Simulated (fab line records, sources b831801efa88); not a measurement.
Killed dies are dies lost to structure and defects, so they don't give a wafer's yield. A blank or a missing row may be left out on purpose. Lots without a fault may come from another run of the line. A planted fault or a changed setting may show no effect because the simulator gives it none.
Which tool did it? | flow gf180mcu | 7 lots, 21 wafers sampled, at 3 steps of a route of 602

WHAT THE GAUGES READ, wafer by wafer
GF_M2_CD_MEAS_14: target cd 280 nm.
lot  | measured     | on        | cd_nm (nm)
L544 | day 19 18:47 | cd_sem-01 | 278.1 276.6 277.4
L546 | day 20 18:54 | cd_sem-02 | 218.0 258.6 230.1 218.2 258.9 230.2
L550 | day 21 22:45 | cd_sem-01 | 279.7 280.7 279.0
L557 | day 24 14:19 | cd_sem-02 | 280.8 280.5 279.7
L559 | day 25 09:55 | cd_sem-01 | 282.6 283.4 282.5
L562 | day 26 06:41 | cd_sem-01 | 278.1 277.2 278.5
L565 | day 27 02:24 | cd_sem-01 | 281.1 281.2 282.5

WHICH TOOL RAN EACH LOT (tool, then ch and the chambers of the sampled wafers, then the start)
lot  | GF_V1_CMP_04                  | GF_M2_EXPOSE_11
L544 | cmp-01 ch 0,1,3, day 17 17:50 | krf_scanner-02 ch 0, day 19 07:02
L546 | cmp-01 ch 2,3, day 18 16:34   | krf_scanner-02 ch 0, day 20 06:52
L550 | cmp-01 ch 0,2, day 19 21:27   | krf_scanner-01 ch 0, day 21 11:22
L557 | cmp-01 ch 0,2,3, day 22 15:17 | krf_scanner-02 ch 0, day 24 03:32
L559 | cmp-01 ch 0,2, day 23 12:35   | krf_scanner-02 ch 0, day 24 23:32
L562 | cmp-01 ch 0,1,2, day 24 08:29 | krf_scanner-02 ch 0, day 25 20:07
L565 | cmp-02 ch 0,2,3, day 25 06:21 | krf_scanner-02 ch 0, day 26 16:31
- GF_V1_CMP_04: polishes SiO2.
- GF_M2_EXPOSE_11: exposes mask Metal2, target cd 280 nm.

THE ANSWER, worked out from the rows above alone
Rule: what is usual is taken from the lots themselves. Put in order of their means at a reading, lots are off if they are a third of the lots or fewer, leave a main group of 4 or more, and stand apart from it by a gap of 3 or more times the standard deviation of the main group's means; of several such gaps the widest counts. A main group whose means are all the same, to the digits that the tables above print for the reading, isn't used. A lot without any number at a reading at which 4 lots or more have one is off too. The other lots that the step has rows for count as sound.
Off: L546, at GF_M2_CD_MEAS_14 (cd_nm). The main group: mean 280.0 nm, standard deviation 1.9.
A tool fits if, at a process step before that reading, it ran every lot that is off, and no sound lot after the first of them. The gauges at GF_M2_CD_MEAS_14 are tried like those tools. None of those tried fits.

WHAT THE SIMULATOR HAD PUT IN
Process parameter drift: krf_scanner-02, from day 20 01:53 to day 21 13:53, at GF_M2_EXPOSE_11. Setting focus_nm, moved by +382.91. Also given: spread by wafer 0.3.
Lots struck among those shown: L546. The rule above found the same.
